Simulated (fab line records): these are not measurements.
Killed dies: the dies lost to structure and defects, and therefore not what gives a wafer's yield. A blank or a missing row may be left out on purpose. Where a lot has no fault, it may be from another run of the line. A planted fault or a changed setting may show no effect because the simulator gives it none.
A struck lot beside a sound one :: flow sky130 :: 45 steps out of a route of 708
Sound: the wafers L813.3, L813.4, L813.5. Struck: wafers L821.3, L821.4, L821.6. At the end, the cause is stated.
Each step with rows lists, per side, the tool, then ch with its chambers, then its first start. Under that, the readings that differ: sound wafers :: struck wafers :: difference of the means :: sigmas: that difference in standard deviations of wafers without a fault.
alike: same words and numbers on both sides, and readings whose means sit less than 2 such deviations apart. not compared: any withheld reading, any reading some wafer has no value for, any bound like >300 that may hide the same value, and any number with overlapping values for which the record gives no deviation.
A row with sigmas, a row that says differs or no value, or rows on one side alone: a step with any of these is where the two part. When numbers do not overlap yet have no deviation, they are printed without sigmas and do not part them. Lack of a reading on every wafer of one side parts them only where that side has two or more wafers.

first, 3 steps without rows for these wafers: SKY_SONOS_ONO_WET_ETCH_18 (etches Si3N4 in H3PO4, target depth 15 nm, time 172 s); SKY_GATE_OXIDE_CLEAN_00 (cleans in SC1/SC2, time 150 s); SKY_GATE_OXIDE_OXIDATION_01 (stabilise 600 s, purge 300 s, target thk 10.268 nm).
SKY_GATE_OXIDE_THK_MEAS_02:
  sound on film_metro-04, day 12 19:53; struck on film_metro-03, day 16 07:28
  alike: GATE_OXIDE_OXIDATION_00_THK
then, 7 steps without rows for these wafers: SKY_GATE_OXIDE_DEHYDRATE_03 (time 60 s); SKY_GATE_OXIDE_HMDS_04 (prime time 60 s); SKY_GATE_OXIDE_COAT_05 (resist thk 1140 nm); SKY_GATE_OXIDE_SOFTBAKE_06 (time 60 s); SKY_GATE_OXIDE_EXPOSE_07 (exposes mask LVOM, target cd 600 nm); SKY_GATE_OXIDE_PEB_08; SKY_GATE_OXIDE_DEVELOP_09 (develop time 60 s).
SKY_GATE_OXIDE_OVL_MEAS_10:
  sound on overlay-02, day 13 22:02; struck on overlay-02, day 17 11:11
  alike: GATE_OXIDE_OVL
SKY_GATE_OXIDE_IMPLANT_11:
  sound on implanter-03 ch 0, day 13 22:07; struck on implanter-03 ch 0, day 17 11:16
reading: dose_ions_cm2
sound: 2.6025e+12 2.5987e+12 2.5962e+12
struck: 3.4803e+12 3.4771e+12 3.4768e+12
difference: +8.7893e+11
sigmas: +99 or more

reading: faraday_current_uA
sound: 14.31 14.44 14.27
struck: 19.60 19.61 19.78
difference: +5.32
sigmas: +20
  alike: beam_energy_keV
then, 1 step without rows for these wafers: SKY_GATE_OXIDE_WET_ETCH_12 (etches SiO2 in dHF, target depth 16.8 nm, time 336 s).
SKY_GATE_OXIDE_STRIP_13: strips in O2/N2.
  sound on plasma_asher-02 ch 0,1, day 13 22:22; struck on plasma_asher-04 ch 0,1, day 17 11:31
  alike: drypump_motor_current_A, n2_flow_sccm, oes_product_au, strip_time_to_endpoint_s
  not compared: rf_hours_counter_h
SKY_GATE_OXIDE_TW_MEAS_14:
  sound on film_metro-04, day 13 22:27; struck on film_metro-04, day 17 11:36
reading: GATE_OXIDE_TW
sound: 225.0 224.8 223.8
struck: 244.9 245.1 243.6
difference: +20.0
sigmas: +10
then, 3 steps without rows for these wafers: SKY_GATE_OXIDE_CLEAN_15 (cleans in SC1/SC2, time 150 s); SKY_GATE_OXIDE_OXIDATION_16 (stabilise 600 s, purge 300 s, target thk 3.57 nm); SKY_POLY_GATE_CVD_00 (deposits poly-Si, target thk 180 nm, time 720 s).
SKY_POLY_GATE_THK_MEAS_01:
  sound on film_metro-01, day 14 01:53; struck on film_metro-04, day 17 17:33
  alike: POLY_GATE_CVD_00_THK
then, 8 steps without rows for these wafers: SKY_RES_PROTECT_DEHYDRATE_00 (time 60 s); SKY_RES_PROTECT_HMDS_01 (prime time 60 s); SKY_RES_PROTECT_COAT_02 (resist thk 1140 nm); SKY_RES_PROTECT_SOFTBAKE_03 (time 60 s); SKY_RES_PROTECT_EXPOSE_04 (exposes mask RPM, target cd 1270 nm); SKY_RES_PROTECT_PEB_05; SKY_RES_PROTECT_DEVELOP_06 (develop time 60 s); SKY_POLY_GATE_IMPLANT_02.
SKY_RES_PROTECT_STRIP_07: strips in O2/N2.
  sound on plasma_asher-01 ch 0,1, day 15 06:34; struck on plasma_asher-02 ch 0,1, day 18 23:05
  alike: drypump_motor_current_A, n2_flow_sccm, oes_product_au, strip_time_to_endpoint_s
  not compared: rf_hours_counter_h
SKY_RES_PROTECT_TW_MEAS_08:
  sound on film_metro-04, day 15 06:39; struck on film_metro-03, day 18 23:10
  alike: POLY_GATE_TW
then, 2 steps without rows for these wafers: SKY_RES_PROTECT_CLEAN_09 (cleans in SC1/SC2, time 150 s); SKY_POLY_GATE_CVD_03 (deposits Si3N4 from DCS/NH3, target thk 75 nm, time 1290 s).
SKY_POLY_GATE_THK_MEAS_04:
  sound on film_metro-01, day 15 08:58; struck on film_metro-02, day 19 01:19
  alike: POLY_GATE_CVD_03_THK
then, 8 steps without rows for these wafers: SKY_POLY_GATE_DEHYDRATE_05 (time 60 s); SKY_POLY_GATE_HMDS_06 (prime time 60 s); SKY_POLY_GATE_COAT_07 (resist thk 110 nm); SKY_POLY_GATE_COAT_08 (resist thk 450 nm); SKY_POLY_GATE_SOFTBAKE_09 (time 90 s); SKY_POLY_GATE_EXPOSE_10 (exposes mask P1M, target cd 150 nm); SKY_POLY_GATE_PEB_11; SKY_POLY_GATE_DEVELOP_12 (develop time 60 s).
SKY_POLY_GATE_CD_MEAS_13: the cd target is 150 nm.
  sound on cd_sem-01, day 16 14:14; struck on cd_sem-01, day 20 08:08
reading: cd_nm (nm)
sound: 149.3 148.0 149.8
struck: 152.0 152.4 151.0
difference: +2.8
sigmas: +2
-- the record jumps here: 13 days lie between the struck wafers' starts before and after (it left off in module POLY_GATE and takes up again in module LOCAL_INTERCONNECT, whose first step shown is number 400 of the route) --
SKY_LOCAL_INTERCONNECT_ETCH_13: etches BARC in N2/H2, stops on SiO2, time 45.9 s, target depth 60 nm.
  sound on rie_metal-02 ch 0,1, day 30 15:16; struck on rie_metal-04 ch 0,1, day 33 19:31
  alike: drypump_motor_current_A, h2_flow_sccm, n2_flow_sccm, oes_product_au, throttle_valve_pct
  not compared: rf_hours_counter_h, model.LOCAL_INTERCONNECT.cd_nm
SKY_LOCAL_INTERCONNECT_METAL_ETCH_14: etches TiN in Cl2/BCl3, stops on PSG, target depth 110 nm, time 31.4 s.
  sound on rie_metal-02 ch 0,1, day 30 15:20; struck on rie_metal-04 ch 0,1, day 33 19:35
reading: model.LOCAL_INTERCONNECT.cd_nm (nm)
sound: 171.2 169.3 172.1
struck: 191.3 190.3 190.8
difference: +19.9
sigmas: 
  alike: drypump_motor_current_A, oes_product_au, throttle_valve_pct
  not compared: rf_hours_counter_h
-- the record jumps here: 14 days lie between the struck wafers' starts before and after (it left off in module LOCAL_INTERCONNECT and takes up again in module PAD_OPEN, whose first step shown is number 708 of the route) --
SKY_PAD_OPEN_PROBE_99:
  sound on prober-02, day 45 20:19; struck on prober-02, day 48 04:12
reading: killed_at_front_end
sound: 10 11 12
struck: 28 21 15
difference: +10
sigmas: +2

reading: model.etest.tip_p.rs_ohm_sq
sound: 6961 6970 6959
struck: 6471 6535 6526
difference: -453
sigmas: 

reading: model.etest.pfet_01v8.r_on_ohm_um
sound: 2845 2897 2914
struck: 2732 2744 2779
difference: -134
sigmas: 

reading: model.etest.nfet_01v8_lvt.drive_ua_um
sound: 607 603.8 588.8
struck: 500.7 506.2 506.3
difference: -95.5
sigmas: 

reading: model.etest.nfet_01v8.r_on_ohm_um
sound: 786.8 792.8 804.4
struck: 925.2 914.3 902.4
difference: +119.3
sigmas: 

reading: model.etest.pfet_01v8_lvt.drive_ua_um
sound: 178.9 178.3 175.4
struck: 216.3 216 216.5
difference: +38.7
sigmas: 

reading: model.etest.nfet_01v8.drive_ua_um
sound: 526.2 532 521.8
struck: 440.6 445.1 446.5
difference: -82.6
sigmas: 

reading: model.etest.nfet_01v8_turned.drive_ua_um
sound: 533.2 531.1 518.3
struck: 440.6 449.2 448.6
difference: -81.4
sigmas: 

reading: model.etest.nfet_01v8_swapped.drive_ua_um
sound: 528.6 535.6 519.1
struck: 439.9 443.4 442.7
difference: -85.8
sigmas: 
  alike: killed_at_M0_to_M3, killed_at_M4_up, killed_at_contacts, killed_at_other, killed_dies, killed_open, killed_short

## WHERE THEY PART
First at SKY_GATE_OXIDE_IMPLANT_11; last, within this record, at SKY_PAD_OPEN_PROBE_99.

WHY: the cause the simulator had injected
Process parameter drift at SKY_GATE_OXIDE_IMPLANT_11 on implanter-03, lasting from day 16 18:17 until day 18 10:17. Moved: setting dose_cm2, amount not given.
